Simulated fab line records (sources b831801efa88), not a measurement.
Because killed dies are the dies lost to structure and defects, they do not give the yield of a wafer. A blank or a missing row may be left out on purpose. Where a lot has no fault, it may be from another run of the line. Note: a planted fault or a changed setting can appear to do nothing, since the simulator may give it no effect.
The same fault as seen by 2 desks | flow sky130 | each desk has only its own numbers; what lay behind them comes last

## AT THE TOOL OWNER'S DESK: pvd_sputter-02
The tool's own readings at SKY_METAL5_SPUTTER_00 (material Ti, target thk 15 nm, time 10 s): means of the sampled wafers that have a number, for each lot that ran on this tool. Marked OUT: a lot whose mean sits more than 4 standard deviations from the usual mean, which makes it out of limits; the brackets give that distance.
Columns: A = throttle_valve_pct at SKY_METAL5_SPUTTER_00, usual 30.2 %
lot  | first seen here | A
L273 | day 43 08:19    | 30.3
L284 | day 47 06:50    | 30.7
This desk found nothing out of limits on any of the 2 lots.

## FROM THE METROLOGY DESK
Lot by lot, what the gauges showed, no matter which tool ran the lot: averages of those sampled wafers that carry a number. Marked OUT: a lot whose mean sits more than 4 standard deviations from the usual mean, which makes it out of limits; the brackets give that distance.
Columns: A = VIA4_OVL at SKY_VIA4_OVL_MEAS_11, usual -0.1 nm; B = VIA4_W_RS at SKY_VIA4_RS_MEAS_19, usual 0.2263 ohm/sq; C = VIA4_W_THK at SKY_VIA4_THK_MEAS_20, usual 515 nm
lot  | first seen here | A    | B      | C
L273 | day 43 06:52    | 0.1  | 0.2275 | 508
L276 | day 43 18:18    | -1.0 | 0.2293 | 504
L284 | day 47 05:24    | 0.9  | 0.2259 | 522
L290 | day 48 02:02    | -1.2 | 0.2279 | 507
L294 | day 48 14:41    | -2.0 | 0.2275 | 516
This desk found nothing out of limits on any of the 5 lots.

## BROUGHT TOGETHER
The desk of the tool owner found nothing out of limits.
Metrology desk: nothing out of limits seen.

## WHAT HAD BEEN PUT IN BY THE SIMULATOR
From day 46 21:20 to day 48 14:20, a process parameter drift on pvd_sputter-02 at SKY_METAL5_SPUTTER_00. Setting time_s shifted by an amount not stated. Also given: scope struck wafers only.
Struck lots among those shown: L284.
